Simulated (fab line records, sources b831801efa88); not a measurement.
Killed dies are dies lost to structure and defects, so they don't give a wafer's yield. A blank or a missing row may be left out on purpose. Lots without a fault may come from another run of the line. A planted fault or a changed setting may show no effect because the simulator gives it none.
Which tool did it? | flow sky130 | 24 lots, 72 wafers sampled, at 4 steps of a route of 708

WHAT THE GAUGES READ, wafer by wafer
SKY_VIA2_OVL_MEAS_13.
lot  | measured     | on         | VIA2_OVL (nm)
L074 | day 36 08:53 | overlay-02 | -4 2 2
L075 | day 36 13:02 | overlay-01 | 5 0 7
L077 | day 37 03:10 | overlay-01 | -8 -1 -5
L076 | day 37 05:14 | overlay-01 | -11 -12 -13
L078 | day 37 08:03 | overlay-01 | -6 -6 -16
L079 | day 37 19:35 | overlay-02 | 10 -1 6
L080 | day 39 02:44 | overlay-01 | -11 -2 -9
L082 | day 39 04:37 | overlay-01 | -4 -1 -2
L081 | day 39 05:24 | overlay-01 | 16 11 13
L083 | day 39 07:41 | overlay-01 | -9 3 -9
L084 | day 39 11:24 | overlay-01 | -8 -9 -8
L085 | day 39 13:27 | overlay-02 | 7 2 -1
L086 | day 39 23:50 | overlay-01 | -7 -10 -6
L087 | day 40 08:02 | overlay-02 | 11 6 1
L088 | day 40 15:30 | overlay-01 | 0 4 -2
L089 | day 40 16:44 | overlay-02 | -6 7 3
L090 | day 40 23:33 | overlay-02 | 6 3 4
L091 | day 41 05:51 | overlay-02 | 0 1 -6
L092 | day 41 18:26 | overlay-01 | 4 -3 -6
L093 | day 41 22:41 | overlay-02 | -5 1 -4
L094 | day 42 02:21 | overlay-02 | 4 6 4
L095 | day 42 10:35 | overlay-01 | 2 13 17
L096 | day 42 15:42 | overlay-02 | 4 3 5
L097 | day 42 21:08 | overlay-01 | 8 6 12

SKY_CAP2M_THK_MEAS_04: measures by xrf.
lot  | measured     | on            | CAP2M_TIN_THK (nm)
L074 | day 39 18:20 | film_metro-04 | 197.7 194.9 196.2
L075 | day 39 23:00 | film_metro-04 | 198.0 197.7 200.6
L077 | day 40 11:56 | film_metro-03 | 197.5 196.4 197.3
L076 | day 40 13:34 | film_metro-03 | 200.2 196.7 196.0
L078 | day 40 16:26 | film_metro-04 | 196.2 192.2 195.2
L079 | day 41 04:27 | film_metro-01 | 202.6 203.0 204.4
L080 | day 42 10:12 | film_metro-01 | 202.4 202.0 201.9
L082 | day 42 10:05 | film_metro-03 | 201.5 197.6 197.2
L081 | day 42 11:51 | film_metro-03 | 202.4 203.4 205.0
L083 | day 42 14:21 | film_metro-03 | 196.6 195.8 201.3
L084 | day 42 16:52 | film_metro-03 | 200.6 197.8 200.7
L085 | day 42 20:13 | film_metro-01 | 197.3 198.7 197.4
L086 | day 43 05:12 | film_metro-03 | 199.3 199.2 199.2
L087 | day 43 14:22 | film_metro-01 | 202.5 201.2 201.9
L088 | day 43 19:23 | film_metro-01 | 198.1 195.9 197.1
L089 | day 43 20:26 | film_metro-01 | 199.2 195.0 198.5
L090 | day 44 02:52 | film_metro-01 | 201.7 197.9 199.7
L091 | day 44 08:27 | film_metro-04 | 200.1 201.5 199.3
L092 | day 44 20:25 | film_metro-04 | 198.5 201.5 202.5
L093 | day 45 00:19 | film_metro-04 | 197.3 200.2 200.8
L094 | day 45 04:35 | film_metro-04 | 193.6 197.5 195.5
L095 | day 45 12:31 | film_metro-04 | 198.9 197.8 197.4
L096 | day 45 18:04 | film_metro-01 | 203.6 203.6 201.8
L097 | day 45 21:43 | film_metro-04 | 200.4 201.3 200.1

WHICH TOOL RAN EACH LOT (tool, then ch and the chambers of the sampled wafers, then the start)
lot  | SKY_METAL2_STRIP_20                  | SKY_VIA3_CMP_24
L074 | plasma_asher-01 ch 0,1, day 35 06:34 | cmp-02 ch 2,3, day 39 17:32
L075 | plasma_asher-03 ch 0,1, day 35 09:35 | cmp-02 ch 0,2, day 39 22:14
L077 | plasma_asher-03 ch 0,1, day 36 00:29 | cmp-02 ch 0,2,3, day 40 11:18
L076 | plasma_asher-04 ch 0, day 36 02:04   | cmp-01 ch 0,3, day 40 12:48
L078 | plasma_asher-03 ch 0,1, day 36 04:49 | cmp-01 ch 0,2,3, day 40 15:42
L079 | plasma_asher-04 ch 0,1, day 36 16:46 | cmp-01 ch 0,1,2, day 41 03:41
L080 | plasma_asher-01 ch 0,1, day 38 00:49 | cmp-01 ch 0,3, day 42 09:29
L082 | plasma_asher-01 ch 0,1, day 38 01:57 | cmp-02 ch 1,2, day 42 09:17
L081 | plasma_asher-04 ch 0,1, day 38 02:58 | cmp-02 ch 0,2,3, day 42 11:08
L083 | plasma_asher-01 ch 0,1, day 38 05:04 | cmp-02 ch 0,1,3, day 42 13:35
L084 | plasma_asher-03 ch 0,1, day 38 08:30 | cmp-02 ch 0,3, day 42 16:05
L085 | plasma_asher-01 ch 0,1, day 38 10:53 | cmp-02 ch 0,3, day 42 19:29
L086 | plasma_asher-04 ch 0,1, day 38 21:58 | cmp-01 ch 2,3, day 43 04:29
L087 | plasma_asher-03 ch 0, day 39 06:40   | cmp-01 ch 0,2,3, day 43 13:38
L088 | plasma_asher-04 ch 0,1, day 39 13:19 | cmp-01 ch 0,2,3, day 43 18:31
L089 | plasma_asher-01 ch 0,1, day 39 15:13 | cmp-01 ch 1,2, day 43 19:19
L090 | plasma_asher-04 ch 0,1, day 39 22:37 | cmp-01 ch 1,2, day 44 02:08
L091 | plasma_asher-03 ch 0,1, day 40 04:38 | cmp-01 ch 0,1,2, day 44 07:45
L092 | plasma_asher-03 ch 0,1, day 40 17:49 | cmp-01 ch 0,1,3, day 44 19:39
L093 | plasma_asher-01 ch 0,1, day 40 21:22 | cmp-01 ch 0,1,2, day 44 23:32
L094 | plasma_asher-03 ch 0,1, day 41 00:49 | cmp-01 ch 1,2, day 45 03:48
L095 | plasma_asher-01 ch 0,1, day 41 09:37 | cmp-02 ch 2,3, day 45 11:46
L096 | plasma_asher-03 ch 0,1, day 41 15:31 | cmp-02 ch 0,2,3, day 45 17:22
L097 | plasma_asher-01 ch 0,1, day 41 20:34 | cmp-02 ch 0,1,2, day 45 21:00
- SKY_METAL2_STRIP_20: strips in O2/N2.
- SKY_VIA3_CMP_24: polishes, stops on SiO2, t overpolish 20 s, target thk 0 nm.

WHAT THE TOOLS THEMSELVES READ (means of the sampled wafers that have a number; where no wafer has one, the mark that the record gives instead)
SKY_METAL2_STRIP_20.
lot  | tool            | drypump_motor_current_A (A) | oes_product_au (a.u.) | strip_time_to_endpoint_s (s)
L074 | plasma_asher-01 | 5.9                         | 0.343                 | 2.77
L075 | plasma_asher-03 | 6.4                         | 0.341                 | 2.69
L077 | plasma_asher-03 | 6.5                         | 0.344                 | 2.70
L076 | plasma_asher-04 | 5.5                         | 0.346                 | 2.74
L078 | plasma_asher-03 | 6.5                         | 0.344                 | 2.73
L079 | plasma_asher-04 | 5.5                         | 0.351                 | 2.78
L080 | plasma_asher-01 | 6.0                         | 0.346                 | 2.72
L082 | plasma_asher-01 | 6.0                         | 0.343                 | 2.76
L081 | plasma_asher-04 | 5.4                         | 0.340                 | 2.73
L083 | plasma_asher-01 | 5.5                         | 0.339                 | 2.67
L084 | plasma_asher-03 | 6.4                         | 0.338                 | 2.65
L085 | plasma_asher-01 | 5.4                         | 0.343                 | 2.73
L086 | plasma_asher-04 | 5.5                         | 0.345                 | 2.68
L087 | plasma_asher-03 | 6.6                         | 0.344                 | 2.72
L088 | plasma_asher-04 | 5.5                         | 0.346                 | 2.75
L089 | plasma_asher-01 | 5.5                         | 0.343                 | 2.76
L090 | plasma_asher-04 | 5.5                         | 0.341                 | 2.67
L091 | plasma_asher-03 | 6.4                         | 0.346                 | 2.75
L092 | plasma_asher-03 | 6.5                         | 0.344                 | 2.70
L093 | plasma_asher-01 | 6.0                         | 0.341                 | 2.71
L094 | plasma_asher-03 | 6.5                         | 0.339                 | 2.68
L095 | plasma_asher-01 | 5.5                         | 0.342                 | 2.71
L096 | plasma_asher-03 | 6.4                         | 0.347                 | 2.71
L097 | plasma_asher-01 | 5.5                         | 0.346                 | 2.70

SKY_VIA3_CMP_24.
lot  | tool   | motor_current_A (A) | overpolish_run_s (s) | retaining_ring_pressure_frac | time_to_endpoint_s (s)
L074 | cmp-02 | 10.1                | 19.998               | 1.003                        | 99
L075 | cmp-02 | 13.4                | 19.996               | 1.009                        | 97
L077 | cmp-02 | 11.3                | 20.007               | 1.001                        | 96
L076 | cmp-01 | 10.8                | 19.999               | 1.003                        | 93
L078 | cmp-01 | 10.9                | 20.000               | 1.000                        | 98
L079 | cmp-01 | 11.3                | 20.008               | 1.000                        | 90
L080 | cmp-01 | 11.3                | 19.994               | 0.999                        | 90
L082 | cmp-02 | 10.5                | 19.994               | 0.998                        | 100
L081 | cmp-02 | 11.6                | 20.007               | 1.001                        | 95
L083 | cmp-02 | 11.8                | 20.004               | 1.000                        | 97
L084 | cmp-02 | 11.2                | 19.997               | 0.994                        | 97
L085 | cmp-02 | 13.4                | 20.003               | 1.000                        | 91
L086 | cmp-01 | 10.4                | 20.009               | 0.998                        | 97
L087 | cmp-01 | 11.1                | 19.994               | 1.007                        | 92
L088 | cmp-01 | 10.9                | 20.002               | 1.003                        | 87
L089 | cmp-01 | 11.2                | 20.004               | 1.004                        | 91
L090 | cmp-01 | 10.8                | 20.007               | 0.999                        | 91
L091 | cmp-01 | 10.8                | 19.996               | 1.006                        | 90
L092 | cmp-01 | 11.0                | 19.997               | 1.003                        | 91
L093 | cmp-01 | 10.9                | 20.002               | 1.001                        | 89
L094 | cmp-01 | 10.4                | 19.988               | 0.997                        | 90
L095 | cmp-02 | 9.7                 | 19.996               | 0.999                        | 100
L096 | cmp-02 | 11.6                | 19.993               | 0.997                        | 100
L097 | cmp-02 | 12.3                | 19.995               | 0.997                        | 98

THE ANSWER, worked out from the rows above alone
Rule: what is usual is taken from the lots themselves. Put in order of their means at a reading, lots are off if they are a third of the lots or fewer, leave a main group of 4 or more, and stand apart from it by a gap of 3 or more times the standard deviation of the main group's means; of several such gaps the widest counts. A main group whose means are all the same, to the digits that the tables above print for the reading, isn't used. A lot without any number at a reading at which 4 lots or more have one is off too. The other lots that the step has rows for count as sound. The gauges are gone through in route order, then the tools' own readings, and for those a lot's mean is taken as printed above. The first step at which some lot is off is used, and at that step the reading that is off furthest; a lot without a number counts as furthest.
No lot is off at any reading shown: from this, nothing can be told.

WHAT THE SIMULATOR HAD PUT IN
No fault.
